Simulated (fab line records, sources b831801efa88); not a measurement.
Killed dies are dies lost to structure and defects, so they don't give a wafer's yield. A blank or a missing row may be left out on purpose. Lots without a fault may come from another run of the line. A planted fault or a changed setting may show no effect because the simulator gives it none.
Chamber matching | flow gf180mcu | GF_V4_CVD_02 on pecvd-02: 3 sister chambers
The step deposits SiO2 from TEOS, target thk 850 nm, time 94.851 s. 3 wafers are shown with their chamber, then 7 later ones without.

WAFERS WITH THEIR CHAMBER
wafer  | chamber | heater_power_w (W)
L832.2 | 0       | 834
L833.1 | 1       | 427
L833.4 | 2       | 817

WAFERS WITHOUT THEIR CHAMBER
wafer  | heater_power_w (W)
L833.5 | 496
L837.4 | 429
L837.5 | 915
L837.6 | 808
L840.1 | 728
L840.4 | 790
L840.5 | 533

WHICH CHAMBER EACH WENT THROUGH
wafer  | from the rows above     | in truth
L833.5 | 1                       | 1
L837.4 | 1                       | 1
L837.5 | can't be placed: 0 or 2 | 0
L837.6 | can't be placed: 2 or 0 | 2
L840.1 | can't be placed: 2 or 0 | 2
L840.4 | can't be placed: 2 or 0 | 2
L840.5 | 1                       | 1
Placed correctly: 3 of 7. Can't be placed from these rows: 4 (the true chamber is among the candidates in 4). Placed wrongly: 0.
How it was worked out, from the rows above alone: a wafer's distance from a chamber is the root of the sum, over the readings, of the square of ((its reading less the chamber's mean) divided by the reading's scatter). The wafer belongs to the nearest chamber; if the next one is less than 2 further off, it can't be placed. A chamber's mean is the mean of its shown wafers. The scatter: with one shown wafer a chamber, the root of the mean of the squares of how far each hidden wafer lies from its nearest shown one.
